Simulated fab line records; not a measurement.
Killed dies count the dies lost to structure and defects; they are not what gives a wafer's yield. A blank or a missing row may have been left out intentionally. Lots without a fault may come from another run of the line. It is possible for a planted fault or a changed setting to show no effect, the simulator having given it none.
The same fault as seen by 2 desks | flow gf180mcu | numbers are kept per desk, each desk with only its own; the story behind them comes last

== METROLOGY DESK ==
Means of the sampled wafers that have a number, per lot and without regard to the tool the lot ran on: this is what the gauges read. A lot is out of limits, marked OUT, if its mean lies more than 4 standard deviations from the usual mean; the brackets give that distance.
Columns: A = DNWELL_TW at GF_DNWELL_TW_MEAS_09, usual 1355; B = VT_IMPLANT_OVL at GF_VT_IMPLANT_OVL_MEAS_07, usual 0.2 nm; C = VT_IMPLANT_01_OVL at GF_VT_IMPLANT_OVL_MEAS_18, usual 0.5 nm
lot  | first seen here | A               | B    | C
L239 | day 2 19:09     | 1345            | 0.2  | 1.0
L241 | day 3 04:55     | 1356            | 0.4  | 1.2
L242 | day 3 12:04     | 1367            | 1.5  | 0.5
L243 | day 3 16:31     | 1348            | -1.1 | 1.3
L245 | day 4 02:14     | 1362            | -1.5 | -0.1
L251 | day 5 07:19     | 1338            | 0.6  | 0.1
L252 | day 5 18:52     | 1272 (-7.5) OUT | -1.4 | 1.0
L253 | day 5 22:22     | 1270 (-7.7) OUT | -0.4 | -1.6
L254 | day 6 01:18     | 1340            | 1.2  | 2.2
L255 | day 6 08:34     | 1361            | 0.9  | 1.4
L256 | day 6 13:46     | 1347            | 0.4  | 0.4
L261 | day 7 16:09     | 1362            | 1.0  | 1.4
L262 | day 7 19:56     | 1356            | 0.3  | 0.1
Per this desk, out of limits: L252, L253; the first was L252, day 5 18:52 (DNWELL_TW at GF_DNWELL_TW_MEAS_09). L239, L241, L242, L243, L245, L251, L254, L255, L256, L261, L262 stayed within limits.

== THE TOOL OWNER'S DESK: implanter-04 ==
GF_DNWELL_IMPLANT_07, tool's own readings: per-lot mean of the sampled wafers with a number, covering each lot this tool ran. A lot is out of limits, marked OUT, if its mean lies more than 4 standard deviations from the usual mean; the brackets give that distance.
Columns: A = faradayCurrentUA at GF_DNWELL_IMPLANT_07, usual 56.5
lot  | first seen here | A
L241 | day 3 04:40     | 57.5
L242 | day 3 11:50     | 57.0
L252 | day 5 18:38     | 56.3
L253 | day 5 22:08     | 56.3
This desk's verdict: no lot among the 4 shows anything out of limits.

== BROUGHT TOGETHER ==
L252, L253 would have let the metrology desk raise an alarm at day 5 18:52.
The tool owner's desk saw nothing out of limits.
The tool owner's desk has L252, L253 on record, within its limits.
GF_DNWELL_IMPLANT_07 was run on implanter-04 by each of the lots named.

== WHAT HAD BEEN PUT IN BY THE SIMULATOR ==
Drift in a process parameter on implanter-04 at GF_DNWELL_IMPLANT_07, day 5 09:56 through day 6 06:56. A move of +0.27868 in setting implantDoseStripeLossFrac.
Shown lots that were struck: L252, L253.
Time in hours between the start of the fault and the first out-of-limits reading at each desk: metrology desk, 9.
